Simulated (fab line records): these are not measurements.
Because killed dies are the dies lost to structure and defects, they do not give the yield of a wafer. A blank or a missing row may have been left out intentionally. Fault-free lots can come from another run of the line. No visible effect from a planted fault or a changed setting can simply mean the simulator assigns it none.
What tool caused it? + flow gf180mcu + Sampling: 11 lots, 33 wafers, 5 of 602 route steps

== WHAT THE GAUGES READ, wafer by wafer ==
GF_MVSD_TW_MEAS_11. Usual: for MVSD_TW the level is 1584 and the standard deviation is 8.7.
| lot  | measured    | on            | MVSD_TW        | flag |
|------|-------------|---------------|----------------|------|
| L242 | day 4 16:40 | film_metro-02 | 1573 1576 1576 |      |
| L243 | day 4 22:23 | film_metro-01 | 1572 1581 1589 |      |
| L244 | day 5 01:50 | film_metro-01 | 1591 1588 1581 |      |
| L247 | day 5 17:38 | film_metro-01 | 1585 1586 1582 |      |
| L250 | day 6 14:41 | film_metro-01 | 1579 1586 1588 |      |
| L251 | day 6 21:52 | film_metro-03 | 1592 1592 1587 |      |
| L252 | day 7 01:54 | film_metro-01 | 1591 1587 1588 |      |
| L253 | day 7 07:35 | film_metro-01 | 1595 1583 1581 |      |
| L258 | day 8 11:05 | film_metro-03 | 1593 1594 1602 |      |
| L260 | day 9 03:45 | film_metro-01 | 1590 1590 1595 |      |
| L262 | day 9 10:26 | film_metro-01 | 1591 1592 1583 |      |

GF_VT_IMPLANT_TW_MEAS_32. Usual: for VT_IMPLANT_3_TW the level is 269.7 and the standard deviation is 1.9.
| lot  | measured     | on            | VT_IMPLANT_3_TW   | flag |
|------|--------------|---------------|-------------------|------|
| L242 | day 7 02:58  | film_metro-04 | 268.2 268.4 268.0 |      |
| L243 | day 7 07:59  | film_metro-03 | 272.1 271.7 273.1 |      |
| L244 | day 7 14:17  | film_metro-03 | 272.4 271.7 272.5 |      |
| L247 | day 8 07:23  | film_metro-01 | 270.3 268.9 268.6 |      |
| L250 | day 9 06:35  | film_metro-04 | 267.7 267.7 267.8 |      |
| L251 | day 9 14:20  | film_metro-01 | 30.1 30.1 30.2    | OFF  |
| L252 | day 9 18:58  | film_metro-03 | 30.3 30.2 30.4    | OFF  |
| L253 | day 10 01:17 | film_metro-04 | 267.7 266.9 267.2 |      |
| L258 | day 11 09:47 | film_metro-01 | 271.0 272.7 271.9 |      |
| L260 | day 12 05:41 | film_metro-04 | 266.3 266.9 267.8 |      |
| L262 | day 12 12:53 | film_metro-03 | 272.9 273.0 272.9 |      |

GF_VT_IMPLANT_OVL_MEAS_40. Usual: for VT_IMPLANT_03_OVL the level is 0.1 nm and the standard deviation is 1.1.
| lot  | measured     | on         | VT_IMPLANT_03_OVL (nm) | flag |
|------|--------------|------------|------------------------|------|
| L242 | day 7 18:21  | overlay-01 | 2.0 2.3 2.3            |      |
| L243 | day 7 23:32  | overlay-02 | -0.1 1.8 -0.1          |      |
| L244 | day 8 05:23  | overlay-02 | 0.1 0.6 0.9            |      |
| L247 | day 8 23:19  | overlay-01 | -0.4 -0.5 0.2          |      |
| L250 | day 9 23:11  | overlay-01 | -1.6 -1.9 -0.3         |      |
| L251 | day 10 08:08 | overlay-01 | 0.2 0.1 0.0            |      |
| L252 | day 10 13:07 | overlay-01 | 0.8 1.3 0.6            |      |
| L253 | day 10 19:22 | overlay-02 | 0.3 1.0 0.1            |      |
| L258 | day 12 05:10 | overlay-01 | -1.1 -1.6 -2.0         |      |
| L260 | day 13 00:58 | overlay-02 | 0.0 0.1 1.2            |      |
| L262 | day 13 08:32 | overlay-01 | 1.7 1.8 1.0            |      |

== EACH LOT AND THE TOOL THAT RAN IT (in order: tool; ch and the chambers of the sampled wafers; start) ==
| lot  | GF_VT_IMPLANT_STRIP_20               | GF_VT_IMPLANT_STRIP_31               |
|------|--------------------------------------|--------------------------------------|
| L242 | plasma_asher-04 ch 0,1, day 6 11:52  | plasma_asher-04 ch 0,1, day 7 02:53  |
| L243 | plasma_asher-03 ch 0,1, day 6 17:17  | plasma_asher-03 ch 0,1, day 7 07:53  |
| L244 | plasma_asher-03 ch 0,1, day 6 22:31  | plasma_asher-04 ch 0,1, day 7 14:11  |
| L247 | plasma_asher-03 ch 0,1, day 7 15:01  | plasma_asher-04 ch 0,1, day 8 07:17  |
| L250 | plasma_asher-04 ch 0,1, day 8 14:05  | plasma_asher-04 ch 0,1, day 9 06:29  |
| L251 | plasma_asher-04 ch 0,1, day 8 22:07  | plasma_asher-02 ch 0, day 9 14:14    |
| L252 | plasma_asher-03 ch 0,1, day 9 02:17  | plasma_asher-03 ch 0,1, day 9 18:53  |
| L253 | plasma_asher-04 ch 1, day 9 08:17    | plasma_asher-03 ch 0,1, day 10 01:11 |
| L258 | plasma_asher-04 ch 0,1, day 10 15:11 | plasma_asher-02 ch 0, day 11 09:41   |
| L260 | plasma_asher-02 ch 0,1, day 11 10:19 | plasma_asher-04 ch 0,1, day 12 05:36 |
| L262 | plasma_asher-02 ch 0,1, day 11 17:14 | plasma_asher-03 ch 0,1, day 12 12:47 |
- GF_VT_IMPLANT_STRIP_20: strips in O2/N2.
- GF_VT_IMPLANT_STRIP_31: strips in O2/N2.

== WHAT THE TOOLS THEMSELVES READ (means of the sampled wafers that have a number; where no wafer has one, the mark that the record gives instead) ==
GF_VT_IMPLANT_STRIP_20. Usual: chamber_pressure_mTorr 1500.1 mTorr, standard deviation 1.5; drypump_motor_current_A 5.87 A, standard deviation 0.25; heater_power_w 344 W, standard deviation 25; oes_product_au 0.716 a.u., standard deviation 0.0047; strip_time_to_endpoint_s 12.62 s, standard deviation 0.045.
| lot  | tool            | chamber_pressure_mTorr (mTorr) | drypump_motor_current_A (A) | heater_power_w (W) | oes_product_au (a.u.) | strip_time_to_endpoint_s (s) | flag |
|------|-----------------|--------------------------------|-----------------------------|--------------------|-----------------------|------------------------------|------|
| L242 | plasma_asher-04 | 1501.0                         | 5.95                        | 374                | 0.714                 | 12.71                        |      |
| L243 | plasma_asher-03 | 1500.6                         | 5.72                        | 329                | 0.716                 | 12.62                        |      |
| L244 | plasma_asher-03 | 1499.7                         | 5.70                        | 328                | 0.718                 | 12.64                        |      |
| L247 | plasma_asher-03 | 1500.8                         | 5.57                        | 327                | 0.716                 | 12.67                        |      |
| L250 | plasma_asher-04 | 1499.0                         | 6.06                        | 360                | 0.718                 | 12.60                        |      |
| L251 | plasma_asher-04 | -                              | -                           | -                  | -                     | -                            | OFF  |
| L252 | plasma_asher-03 | -                              | -                           | -                  | -                     | -                            | OFF  |
| L253 | plasma_asher-04 | 1499.5                         | 5.82                        | 380                | 0.717                 | 12.64                        |      |
| L258 | plasma_asher-04 | 1501.0                         | 6.04                        | 361                | 0.710                 | 12.54                        |      |
| L260 | plasma_asher-02 | 1501.4                         | 6.03                        | 331                | 0.717                 | 12.61                        |      |
| L262 | plasma_asher-02 | 1499.5                         | 6.01                        | 332                | 0.717                 | 12.60                        |      |

GF_VT_IMPLANT_STRIP_31. Usual: chamber_pressure_mTorr 1500.0 mTorr, standard deviation 1.4; drypump_motor_current_A 5.92 A, standard deviation 0.23; heater_power_w 352 W, standard deviation 26; oes_product_au 0.716 a.u., standard deviation 0.004; strip_time_to_endpoint_s 12.63 s, standard deviation 0.05.
| lot  | tool            | chamber_pressure_mTorr (mTorr) | drypump_motor_current_A (A) | heater_power_w (W) | oes_product_au (a.u.) | strip_time_to_endpoint_s (s) | flag |
|------|-----------------|--------------------------------|-----------------------------|--------------------|-----------------------|------------------------------|------|
| L242 | plasma_asher-04 | 1499.1                         | 6.04                        | 365                | 0.721                 | 12.64                        |      |
| L243 | plasma_asher-03 | 1499.9                         | 5.73                        | 321                | 0.714                 | 12.63                        |      |
| L244 | plasma_asher-04 | 1500.6                         | 6.05                        | 358                | 0.716                 | 12.70                        |      |
| L247 | plasma_asher-04 | 1499.6                         | 6.05                        | 356                | 0.722                 | 12.62                        |      |
| L250 | plasma_asher-04 | 1501.3                         | 6.06                        | 355                | 0.717                 | 12.65                        |      |
| L251 | plasma_asher-02 | 1500.2                         | 6.18                        | 374                | 0.720                 | 27.57                        | OFF  |
| L252 | plasma_asher-03 | 1500.0                         | 5.58                        | 322                | 0.716                 | 27.63                        | OFF  |
| L253 | plasma_asher-03 | 1499.7                         | 5.71                        | 328                | 0.715                 | 12.55                        |      |
| L258 | plasma_asher-02 | 1501.5                         | 6.19                        | 381                | 0.713                 | 12.62                        |      |
| L260 | plasma_asher-04 | 1500.1                         | 5.93                        | 368                | 0.718                 | 12.61                        |      |
| L262 | plasma_asher-03 | 1498.5                         | 5.59                        | 321                | 0.716                 | 12.62                        |      |

== THE ANSWER, worked out from the rows above alone ==
Rule: a lot is off if the mean of its wafers that have a number lies more than 3 standard deviations from the usual mean. A lot without any number at a reading at which 4 lots or more have one is off too. The other lots that the step has rows for count as sound. After the gauges, taken in route order, come the tools' own readings; for these a lot's mean is taken, as printed above. The first step at which some lot is off is used, and at that step the reading that is off furthest; a lot without a number counts as furthest.
Off: L251, L252, at GF_VT_IMPLANT_TW_MEAS_32 (VT_IMPLANT_3_TW).
A tool fits if, at a process step before that reading, it ran every lot that is off, and no sound lot after the first of them. The gauges at GF_VT_IMPLANT_TW_MEAS_32 aren't tried: what is off there is off at GF_VT_IMPLANT_STRIP_20 too, on other tools, and a gauge's error can't cause that. No candidate that was tried fits.

== WHAT THE SIMULATOR PUT IN ==
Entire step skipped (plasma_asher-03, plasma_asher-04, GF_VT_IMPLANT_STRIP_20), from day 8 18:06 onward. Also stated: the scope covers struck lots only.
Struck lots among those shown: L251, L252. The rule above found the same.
